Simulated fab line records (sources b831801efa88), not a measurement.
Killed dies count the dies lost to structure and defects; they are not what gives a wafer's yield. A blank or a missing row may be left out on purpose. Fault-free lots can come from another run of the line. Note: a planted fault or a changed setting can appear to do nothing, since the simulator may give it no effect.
Chamber matching | flow sky130 | 3 sister chambers for SKY_CAPM_CVD_00 on pecvd-04
The step deposits SiO2, target thk 15.5 nm. 6 wafers are shown with their chamber, then 12 later ones without.

WAFERS PAIRED WITH THEIR CHAMBERS
wafer  | chamber | heaterPowerW (W)
L082.5 | 0       | 813
L085.4 | 2       | 752
L085.6 | 1       | 731
L086.1 | 2       | 843
L086.2 | 0       | 849
L086.3 | 1       | 820

WAFERS WITHOUT THEIR CHAMBER
wafer  | heaterPowerW (W)
L086.4 | 818
L086.5 | 808
L086.6 | 800
L091.2 | 791
L091.3 | 794
L091.6 | 780
L097.2 | 849
L097.3 | 809
L097.5 | 781
L096.2 | 770
L096.5 | 774
L096.6 | 817

WHICH CHAMBER EACH ONE RAN IN
wafer  | from the rows above          | in truth
L086.4 | can't be placed: 0 or 2 or 1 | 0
L086.5 | can't be placed: 2 or 0 or 1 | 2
L086.6 | can't be placed: 2 or 1 or 0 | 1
L091.2 | can't be placed: 2 or 1 or 0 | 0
L091.3 | can't be placed: 2 or 1 or 0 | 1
L091.6 | can't be placed: 1 or 2 or 0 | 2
L097.2 | can't be placed: 0 or 2 or 1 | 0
L097.3 | can't be placed: 2 or 0 or 1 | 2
L097.5 | can't be placed: 1 or 2 or 0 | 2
L096.2 | can't be placed: 1 or 2 or 0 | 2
L096.5 | can't be placed: 1 or 2 or 0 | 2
L096.6 | can't be placed: 0 or 2 or 1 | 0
Placed correctly: 0 of 12. Not placeable from these rows: 12 (in 12, the candidates include the true chamber). Wrongly placed: 0.
How it was worked out, from the rows above alone: a wafer's distance from a chamber is the root of the sum, over the readings, of the square of ((its reading less the chamber's mean) divided by the reading's scatter). The wafer belongs to the nearest chamber; if the next one is less than 2 further off, it can't be placed. The mean given for a chamber averages the wafers shown for that chamber. The scatter: the root of (the sum of the squares of (reading less its chamber's mean) over the shown wafers, divided by (wafers less chambers)).
